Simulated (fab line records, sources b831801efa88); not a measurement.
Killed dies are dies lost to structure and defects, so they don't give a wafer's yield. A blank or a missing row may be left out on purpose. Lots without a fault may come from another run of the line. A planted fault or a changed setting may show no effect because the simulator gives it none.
Problem report in the 8D (eight disciplines) form, filled by code | flow sfq_line | the parts of the form that need people (team, actions taken, sign-off) are left out

1. THE PROBLEM
oes_product_au at SFQ_TRILAYER_M1_BARC_OPEN_METAL_ETCH_054 reads a mean of 0.850 a.u. on 4 wafers of 3 lots; wafers without a fault read 0.685 a.u. with a standard deviation of 0.0042. That is +39 standard deviations from the usual mean.
The step: etches BARC in O2, target depth 125 nm, time 41.7 s.
First seen on wafer L240.3, day 31 20:07, on rie_metal-01. The record holds 19 wafers of 7 lots with a number at this step. Rule for "out", or "out of limits": more than 4 standard deviations from the usual mean. The other wafers with a number count as sound.

2. WHAT IT IS AND WHAT IT IS NOT
question                    | is                             | is not
which readings at this step | oes_product_au, run_length_s   | drypump_motor_current_A
which lots                  | L240, L241, L242               | L234, L235, L244, L247
which wafers of those lots  | L240.3, L241.3, L241.6, L242.3 | L240.4, L241.2, L242.5
read on which tools         | rie_metal-01                   | rie_metal-03
when                        | from day 31 20:07              | up to then (7 sound wafers); but 8 sound wafers of L241, L242, L244, L247 came after

3. SUSPECTS, AND WHAT RULES EACH OUT
Counting: a tool at a process step up to the reading stays a suspect if it ran every lot that is out. Sound lots after the first of them don't rule it out here, since some wafers of a struck lot are sound.
- rie_metal-01 at SFQ_TRILAYER_M1_BARC_OPEN_METAL_ETCH_054 (etches BARC in O2, target depth 125 nm, time 41.7 s): kept. It ran every lot that is out, first L240 (day 31 20:07); its last sound lot up to then is L235 (day 30 01:41). Its own readings are out on those wafers: oes_product_au, run_length_s.
Left after counting: rie_metal-01 at SFQ_TRILAYER_M1_BARC_OPEN_METAL_ETCH_054.

4. THE CAUSE (what the simulator had put in)
Process parameter drift: rie_metal-01, from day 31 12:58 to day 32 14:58, at SFQ_TRILAYER_M1_BARC_OPEN_METAL_ETCH_054. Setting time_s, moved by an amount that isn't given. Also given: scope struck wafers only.
Counting left only this tool.

5. THE CHAIN OF EFFECTS, in route order
Each row: a reading whose mean over the struck wafers that have a number lies more than 3 standard deviations from the usual. Only readings for which the record gives a usual standard deviation are gone through. hours: the time from each lot's start at the first step in this table that gives one to its start at this step, as a median over the lots. sigmas: the change in usual standard deviations.
hours | step                                     | reading        | usual      | on struck wafers | change | sigmas
0     | SFQ_TRILAYER_M1_BARC_OPEN_METAL_ETCH_054 | oes_product_au | 0.685 a.u. | 0.850            | +0.165 | +39
0     | SFQ_TRILAYER_M1_BARC_OPEN_METAL_ETCH_054 | run_length_s   | 70.2 s     | 60.7             | -9.5   | -23
The process steps in it:
- SFQ_TRILAYER_M1_BARC_OPEN_METAL_ETCH_054: etches BARC in O2, target depth 125 nm, time 41.7 s.

6. WHAT WOULD HAVE CAUGHT IT SOONER
In this record the first reading out of limits was taken at day 31 20:07, 7 hours after the fault began at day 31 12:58.
